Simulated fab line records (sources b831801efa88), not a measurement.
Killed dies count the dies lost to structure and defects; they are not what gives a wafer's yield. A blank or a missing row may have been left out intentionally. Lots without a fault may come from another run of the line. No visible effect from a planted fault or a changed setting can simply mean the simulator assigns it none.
Matching of chambers | flow gf180mcu | GF_V5_ETCH_16 on rieDiel-03 has 4 sister chambers
The step etches BARC in N2/H2. 8 wafers are shown with their chamber, then 7 later ones without.

EACH WAFER AND ITS CHAMBER
wafer  | chamber | drypumpMotorCurrentA (A) | throttleValvePct (%)
L078.4 | 2       | 5.8                      | 13.225
L078.5 | 0       | 6.5                      | 13.220
L080.1 | 3       | 5.4                      | 13.228
L081.3 | 1       | 5.8                      | 13.225
L081.5 | 1       | 5.8                      | 13.222
L081.6 | 0       | 6.5                      | 13.221
L086.3 | 2       | 5.8                      | 13.206
L086.4 | 3       | 5.5                      | 13.226

WAFERS WHOSE CHAMBER IS MISSING
wafer  | drypumpMotorCurrentA (A) | throttleValvePct (%)
L086.6 | 5.8                      | 13.226
L088.2 | 5.8                      | 13.219
L088.4 | 5.8                      | 13.230
L088.5 | 5.5                      | 13.232
L095.2 | 5.5                      | 13.214
L095.5 | 5.4                      | 13.216
L095.6 | 6.5                      | 13.238

THE CHAMBER EACH PASSED THROUGH
wafer  | from the rows above     | in truth
L086.6 | can't be placed: 1 or 2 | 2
L088.2 | can't be placed: 2 or 1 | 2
L088.4 | can't be placed: 1 or 2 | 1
L088.5 | 3                       | 3
L095.2 | 3                       | 3
L095.5 | 3                       | 3
L095.6 | 0                       | 0
Placed correctly: 4 of 7. From these rows, 3 cannot be placed; in 3 the true chamber is one of the candidates. Wrongly placed: 0.
How it was worked out, from the rows above alone: a wafer's distance from a chamber is the root of the sum, over the readings, of the square of ((its reading less the chamber's mean) divided by the reading's scatter). The wafer belongs to the nearest chamber; if the next one is less than 2 further off, it can't be placed. For every chamber, the mean is computed from those of its wafers that are shown. How the scatter is found: for the shown wafers, subtract from each reading the mean of its chamber, square and add these, divide the total by (wafers less chambers), then take the root.
